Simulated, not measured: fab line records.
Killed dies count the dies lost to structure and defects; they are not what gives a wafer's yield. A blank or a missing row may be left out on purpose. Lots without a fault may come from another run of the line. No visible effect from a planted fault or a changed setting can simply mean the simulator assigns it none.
Which of the tools did it? ; flow gf180mcu ; 13 lots, 39 wafers sampled, at 5 steps of a route of 602

WHAT THE GAUGES READ, wafer by wafer
GF_DNWELL_TW_MEAS_09.
lot;measured;on;DNWELL_TW
L408;day 2 23:38;film_metro-03;1340 1339 1338
L409;day 3 06:45;film_metro-01;1352 1358 1359
L411;day 3 19:25;film_metro-01;1351 1353 1349
L414;day 4 14:50;film_metro-01;1356 1351 1349
L415;day 4 14:56;film_metro-03;1321 1327 1329
L417;day 5 01:40;film_metro-01;1499 1502 1495
L419;day 5 11:02;film_metro-03;1499 1507 1493
L420;day 5 14:29;film_metro-03;1326 1320 1326
L424;day 6 12:25;film_metro-04;1342 1346 1338
L425;day 6 18:21;film_metro-03;1335 1343 1336
L426;day 7 02:02;film_metro-03;1341 1345 1346
L428;day 7 09:45;film_metro-04;1348 1347 1347
L430;day 7 21:31;film_metro-04;1340 1346 1352

GF_VT_IMPLANT_RS_MEAS_49: measures by four-point-probe.
lot;measured;on;MVPSD_RS (ohm/sq)
L408;day 7 17:39;film_metro-04;1175.4 1176.6 1175.7
L409;day 8 06:39;film_metro-03;1180.1 1177.4 1176.2
L411;day 8 23:34;film_metro-04;1175.4 1182.2 1178.3
L414;day 10 00:28;film_metro-04;1174.8 1174.4 1175.4
L415;day 9 23:32;film_metro-03;1177.5 1176.7 1176.3
L417;day 10 11:49;film_metro-04;1173.5 1171.0 1173.6
L419;day 10 22:47;film_metro-04;1172.1 1173.6 1174.5
L420;day 11 04:28;film_metro-03;1175.2 1177.4 1176.5
L424;day 12 09:30;film_metro-02;1174.6 1172.8 1175.6
L425;day 12 15:43;film_metro-02;1172.8 1172.2 1175.2
L426;day 13 00:00;film_metro-04;1175.1 1174.0 1175.5
L428;day 13 09:23;film_metro-02;1175.6 1172.7 1177.3
L430;day 14 00:57;film_metro-04;1173.5 1179.5 1171.8

GF_HV_LDD_CD_MEAS_31: the cd target is 400 nm.
lot;measured;on;cd_nm (nm)
L408;day 11 15:19;cd_sem-01;398.3 397.2 397.7
L409;day 12 05:58;cd_sem-02;399.3 398.6 400.9
L411;day 13 02:31;cd_sem-01;401.6 400.8 401.2
L414;day 14 09:23;cd_sem-01;395.1 395.9 399.1
L415;day 14 07:54;cd_sem-01;400.8 396.2 397.6
L417;day 15 00:58;cd_sem-01;400.4 401.3 400.6
L419;day 15 10:41;cd_sem-01;400.7 402.1 401.7
L420;day 15 19:02;cd_sem-02;400.7 398.6 400.9
L424;day 17 06:01;cd_sem-01;403.5 402.7 402.7
L425;day 17 07:47;cd_sem-01;394.4 394.6 396.8
L426;day 17 17:25;cd_sem-01;397.1 396.9 397.3
L428;day 18 12:35;cd_sem-01;398.5 398.5 397.1
L430;day 19 06:40;cd_sem-02;398.4 395.5 396.2

TOOL THAT RAN EACH LOT (tool first, then ch and the chambers of the sampled wafers, then the start)
lot;GF_DNWELL_IMPLANT_07;GF_VT_IMPLANT_RTA_45
L408;implanter-03 ch 0, day 2 23:24;rtp_anneal-02 ch 0, day 7 17:11
L409;implanter-02 ch 0, day 3 06:30;rtp_anneal-02 ch 0, day 8 06:11
L411;implanter-01 ch 0, day 3 19:10;rtp_anneal-02 ch 0, day 8 23:06
L414;implanter-02 ch 0, day 4 14:36;rtp_anneal-02 ch 0, day 10 00:01
L415;implanter-01 ch 0, day 4 14:43;rtp_anneal-02 ch 0, day 9 23:04
L417;implanter-02 ch 0, day 5 01:25;rtp_anneal-01 ch 0, day 10 11:22
L419;implanter-02 ch 0, day 5 10:48;rtp_anneal-01 ch 0, day 10 22:19
L420;implanter-01 ch 0, day 5 14:16;rtp_anneal-01 ch 0, day 11 03:59
L424;implanter-03 ch 0, day 6 12:11;rtp_anneal-01 ch 0, day 12 09:02
L425;implanter-01 ch 0, day 6 18:06;rtp_anneal-02 ch 0, day 12 15:15
L426;implanter-03 ch 0, day 7 01:48;rtp_anneal-02 ch 0, day 12 23:32
L428;implanter-03 ch 0, day 7 09:31;rtp_anneal-02 ch 0, day 13 08:55
L430;implanter-03 ch 0, day 7 21:17;rtp_anneal-01 ch 0, day 14 00:29
- GF_DNWELL_IMPLANT_07
- GF_VT_IMPLANT_RTA_45: time 30 s.

WHAT THE TOOLS THEMSELVES READ (means of the sampled wafers that have a number; where no wafer has one, the mark that the record gives instead)
GF_DNWELL_IMPLANT_07.
lot;tool;dose_ions_cm2;faraday_current_uA;tilt_deg (degrees)
L408;implanter-03;9.9943e+12;56.5;-0.005
L409;implanter-02;1.0008e+13;56.5;-0.001
L411;implanter-01;1.0007e+13;55.5;0.006
L414;implanter-02;1.0015e+13;56.6;-0.012
L415;implanter-01;9.9977e+12;56.6;-0.016
L417;implanter-02;1.0009e+13;56.1;5.687
L419;implanter-02;9.9960e+12;56.5;5.692
L420;implanter-01;1.0006e+13;55.6;-0.016
L424;implanter-03;1.0007e+13;56.0;0.008
L425;implanter-01;1.0006e+13;57.0;-0.019
L426;implanter-03;9.9953e+12;56.1;0.021
L428;implanter-03;9.9967e+12;56.4;-0.002
L430;implanter-03;1.0003e+13;55.0;0.001

GF_VT_IMPLANT_RTA_45.
lot;tool;lamp_power_pct (%);wafer_temp_C_max
L408;rtp_anneal-02;35.9;1057.0
L409;rtp_anneal-02;35.9;1056.5
L411;rtp_anneal-02;35.9;1056.3
L414;rtp_anneal-02;35.9;1056.0
L415;rtp_anneal-02;35.9;1056.5
L417;rtp_anneal-01;31.0;1056.2
L419;rtp_anneal-01;31.0;1058.6
L420;rtp_anneal-01;31.0;1057.7
L424;rtp_anneal-01;31.0;1058.2
L425;rtp_anneal-02;35.9;1055.3
L426;rtp_anneal-02;35.9;1056.2
L428;rtp_anneal-02;35.9;1056.0
L430;rtp_anneal-01;31.0;1058.9

THE ANSWER, worked out from the rows above alone
Rule: the lots themselves supply what counts as usual. Put in order of their means at a reading, lots are off if they are a third of the lots or fewer, leave a main group of 4 or more, and stand apart from it by a gap of 3 or more times the standard deviation of the main group's means; of several such gaps the widest counts. A main group whose means are all the same, to the digits that the tables above print for the reading, isn't used. A lot without any number at a reading at which 4 lots or more have one is off too. All remaining lots with rows at the step are treated as sound. Order of review: gauges by route order, followed by the tools' own readings, for which a lot's mean as printed above is used. At the first step where some lot is off, the reading lying furthest off is the one used; lots without a number count as furthest.
Off: at GF_DNWELL_TW_MEAS_09 (DNWELL_TW), L417, L419. The main group: mean 1342, standard deviation 9.8.
A tool fits if, at a process step before that reading, it ran every lot that is off, and no sound lot after the first of them. The gauges at GF_DNWELL_TW_MEAS_09 aren't tried: what is off there is off at GF_DNWELL_IMPLANT_07 too, on other tools, and a gauge's error can't cause that. One fits: GF_DNWELL_IMPLANT_07 on implanter-02. A fault onset in the window from L414 (day 4 14:36, its last sound lot) to L417 (day 5 01:25, its first lot off) fits.
The tool's own readings at GF_DNWELL_IMPLANT_07 bear it out: on the lots that are off they differ by more than 5 times the standard deviation of the sound lots' means. tilt_deg reads 5.690 degrees there against -0.003 degrees on the sound lots.

WHAT THE SIMULATOR HAD INSERTED
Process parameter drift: implanter-02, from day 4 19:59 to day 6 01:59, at GF_DNWELL_IMPLANT_07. Setting tilt_deg shifted by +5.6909 from 0. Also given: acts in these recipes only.
Shown lots that were struck: L417, L419. The rule above found the same.
